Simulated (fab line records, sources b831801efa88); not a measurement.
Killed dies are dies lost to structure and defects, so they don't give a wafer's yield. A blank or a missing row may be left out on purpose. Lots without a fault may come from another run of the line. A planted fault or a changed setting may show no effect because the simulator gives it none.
Which tool did it? | flow sky130 | 12 lots, 36 wafers sampled, at 5 steps of a route of 708

WHAT THE GAUGES READ, wafer by wafer
SKY_VIA1_RS_MEAS_22: measures by four-point-probe.
lot  | measured     | on            | VIA1_W_RS (ohm/sq)
L075 | day 34 04:15 | film_metro-04 | 0.425 0.425 0.412
L077 | day 35 01:45 | film_metro-03 | 0.430 0.422 0.428
L078 | day 35 07:32 | film_metro-04 | 0.430 0.429 0.416
L081 | day 36 13:04 | film_metro-03 | 0.421 0.420 0.422
L083 | day 36 19:55 | film_metro-01 | 0.425 0.423 0.407
L084 | day 37 08:56 | film_metro-04 | 0.418 0.433 0.433
L087 | day 38 09:01 | film_metro-01 | 0.416 0.431 0.415
L090 | day 39 01:11 | film_metro-01 | 0.426 0.410 0.412
L091 | day 39 07:34 | film_metro-04 | 0.433 0.431 0.428
L093 | day 40 11:46 | film_metro-03 | 0.423 0.426 0.431
L095 | day 40 15:19 | film_metro-01 | 0.426 0.420 0.408
L097 | day 40 21:42 | film_metro-01 | 0.431 0.432 0.426

WHICH TOOL RAN EACH LOT (tool, then ch and the chambers of the sampled wafers, then the start)
lot  | SKY_LOCAL_INTERCONNECT_METAL_ETCH_14 | SKY_CONTACT_CMP_04            | SKY_METAL1_SPUTTER_01        | SKY_VIA1_ETCH_14
L075 | rie_metal-01 ch 0,1, day 30 11:20    | cmp-02 ch 1,2,3, day 30 15:29 | pvd_sputter-02, day 31 20:07 | rie_diel-04 ch 1,2, day 34 03:22
L077 | rie_metal-03 ch 0, day 31 11:58      | cmp-02 ch 0,1,3, day 31 12:57 | pvd_sputter-02, day 32 18:43 | rie_diel-02 ch 0,2, day 35 00:52
L078 | rie_metal-02 ch 0,1, day 31 16:20    | cmp-01 ch 0,1, day 31 17:16   | pvd_sputter-02, day 32 22:19 | rie_diel-01 ch 1,3, day 35 06:38
L081 | rie_metal-02 ch 0, day 32 23:49      | cmp-01 ch 1,2,3, day 33 00:44 | pvd_sputter-01, day 34 05:09 | rie_diel-02 ch 1,2, day 36 12:14
L083 | rie_metal-01 ch 0,1, day 33 07:32    | cmp-02 ch 0,2, day 33 08:29   | pvd_sputter-04, day 34 13:02 | rie_diel-04 ch 1,3, day 36 19:05
L084 | rie_metal-03 ch 0,1, day 33 20:41    | cmp-02 ch 0,1,3, day 33 21:44 | pvd_sputter-02, day 35 01:49 | rie_diel-01 ch 2,3, day 37 08:05
L087 | rie_metal-01 ch 0,1, day 34 21:41    | cmp-02 ch 0,2, day 34 22:36   | pvd_sputter-04, day 36 02:53 | rie_diel-01 ch 1,2, day 38 08:11
L090 | rie_metal-03 ch 0,1, day 35 18:12    | cmp-01 ch 0,1,3, day 35 19:11 | pvd_sputter-01, day 36 22:16 | rie_diel-02 ch 1,2,3, day 39 00:14
L091 | rie_metal-01 ch 0,1, day 35 21:22    | cmp-01 ch 0,1,2, day 35 22:28 | pvd_sputter-04, day 37 01:51 | rie_diel-02 ch 0,2,3, day 39 06:41
L093 | rie_metal-01 ch 0, day 37 03:01      | cmp-02 ch 1,3, day 37 04:00   | pvd_sputter-02, day 38 07:34 | rie_diel-02 ch 1,2, day 40 10:35
L095 | rie_metal-03 ch 0,1, day 37 08:29    | cmp-01 ch 1,3, day 37 09:54   | pvd_sputter-01, day 38 12:13 | rie_diel-04 ch 2,3, day 40 14:26
L097 | rie_metal-01 ch 0, day 37 13:58      | cmp-01 ch 1,2, day 37 15:13   | pvd_sputter-02, day 38 18:34 | rie_diel-04 ch 2,3, day 40 20:44
- SKY_LOCAL_INTERCONNECT_METAL_ETCH_14: etches TiN in Cl2/BCl3, stops on PSG, target depth 110 nm, time 31.4 s.
- SKY_CONTACT_CMP_04: polishes SiO2.
- SKY_METAL1_SPUTTER_01: material TiN, target thk 20 nm, time 16.7 s.
- SKY_VIA1_ETCH_14: etches BARC in N2/H2, stops on SiO2, time 45.9 s, target depth 60 nm.

THE ANSWER, worked out from the rows above alone
Rule: what is usual is taken from the lots themselves. Put in order of their means at a reading, lots are off if they are a third of the lots or fewer, leave a main group of 4 or more, and stand apart from it by a gap of 3 or more times the standard deviation of the main group's means; of several such gaps the widest counts. A main group whose means are all the same, to the digits that the tables above print for the reading, isn't used. A lot without any number at a reading at which 4 lots or more have one is off too. The other lots that the step has rows for count as sound.
No lot is off at any reading shown: from this, nothing can be told.

WHAT THE SIMULATOR HAD PUT IN
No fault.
